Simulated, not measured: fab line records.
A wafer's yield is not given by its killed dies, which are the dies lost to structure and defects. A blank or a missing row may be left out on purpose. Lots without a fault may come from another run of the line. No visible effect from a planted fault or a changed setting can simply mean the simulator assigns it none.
Code-filled problem report in 8D (eight disciplines) form + flow gf180mcu + the parts of the form that need people (team, actions taken, sign-off) are left out

== 1. WHAT WENT WRONG ==
strip-time-to-endpoint-s at GF_VT_IMPLANT_STRIP_42 reads a mean of 13.07 s on 1 wafer of 1 lot; wafers without a fault read 12.63 s with a standard deviation of 0.037. That is +12 standard deviations from the usual mean.
The step: strips in O2/N2.
First seen on wafer L286.2, day 11 22:21, on plasma-asher-03. Wafers with a number at this step in the record: 39, from 13 lots. Rule for "out", or "out of limits": more than 4 standard deviations from the usual mean. All remaining wafers that have a number are taken as sound.

== 2. WHAT THIS IS AND IS NOT ==
| question                    | is                       | is not                                                                                       |
|-----------------------------|--------------------------|----------------------------------------------------------------------------------------------|
| which readings at this step | strip-time-to-endpoint-s | drypump-motor-current-A, heater-power-w, oes-product-au, platen-temp-c                       |
| which lots                  | L286                     | L271, L272, L274, L275, L276, L278, L280, L288, L291, L292, L293, L294                       |
| which wafers of those lots  | L286.2                   | L286.4, L286.5                                                                               |
| read on which tools         | plasma-asher-03          | plasma-asher-01, plasma-asher-02                                                             |
| when                        | from day 11 22:21        | up to then (23 sound wafers); but 15 sound wafers of L288, L291, L292, L293, L294 came after |

== 3. SUSPECTS, AND WHAT RULES EACH OUT ==
Counting: a tool at a process step up to the reading stays a suspect if it ran every lot that is out. Sound lots after the first of them don't rule it out here, since some wafers of a struck lot are sound.
- litho-track-02 at GF_VT_IMPLANT_COAT_35 (resist thk 1000 nm): kept. It ran the lot that is out, L286 (day 11 12:05); its last sound lot up to then is L280 (day 10 04:49).
- plasma-asher-03 at GF_VT_IMPLANT_STRIP_42 (strips in O2/N2): kept. It ran the lot that is out, L286 (day 11 22:21); its last sound lot up to then is L275 (day 8 18:05). Its own strip-time-to-endpoint-s readings are out on those wafers.
Left after counting: litho-track-02 at GF_VT_IMPLANT_COAT_35, plasma-asher-03 at GF_VT_IMPLANT_STRIP_42.

== 4. THE CAUSE (what the simulator had put in) ==
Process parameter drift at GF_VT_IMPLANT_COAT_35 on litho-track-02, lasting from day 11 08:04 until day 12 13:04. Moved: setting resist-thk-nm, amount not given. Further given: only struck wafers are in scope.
After counting, 2 suspects remain, this tool included.

== 5. THE CHAIN OF EFFECTS, in route order ==
One row per reading whose mean, taken over the struck wafers that have a number, lies over 3 standard deviations from the usual. Scope: only readings with a usual standard deviation given in the record; hours: median across lots of the time from each lot's start at the first step in this table that gives one to its start at this step; sigmas: change in usual standard deviations.
| hours | step                   | reading                  | usual   | on struck wafers | change | sigmas |
|-------|------------------------|--------------------------|---------|------------------|--------|--------|
| 0     | GF_VT_IMPLANT_STRIP_42 | strip-time-to-endpoint-s | 12.63 s | 13.07            | +0.44  | +12    |
Its process steps:
- GF_VT_IMPLANT_STRIP_42: strips in O2/N2.
At these later measuring or inspecting steps, every struck wafer for which the step has a row has a number for every such reading, and none has moved that far: GF_POLY_GATE_OVL_MEAS_11.

== 6. WHAT WOULD HAVE CAUGHT IT SOONER ==
In this record the first reading out of limits was taken at day 11 22:21, 14 hours after the fault began at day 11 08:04.
No tool reading at GF_VT_IMPLANT_COAT_35 that has a usual standard deviation in the record was out on any struck wafer, so an alarm limit of 4 standard deviations on those readings would not have fired.
Each of the lots that are out, 1 in all, had begun GF_VT_IMPLANT_COAT_35 on litho-track-02 no later than day 11 22:21. Tool hold at that time: it would have spared none of them.
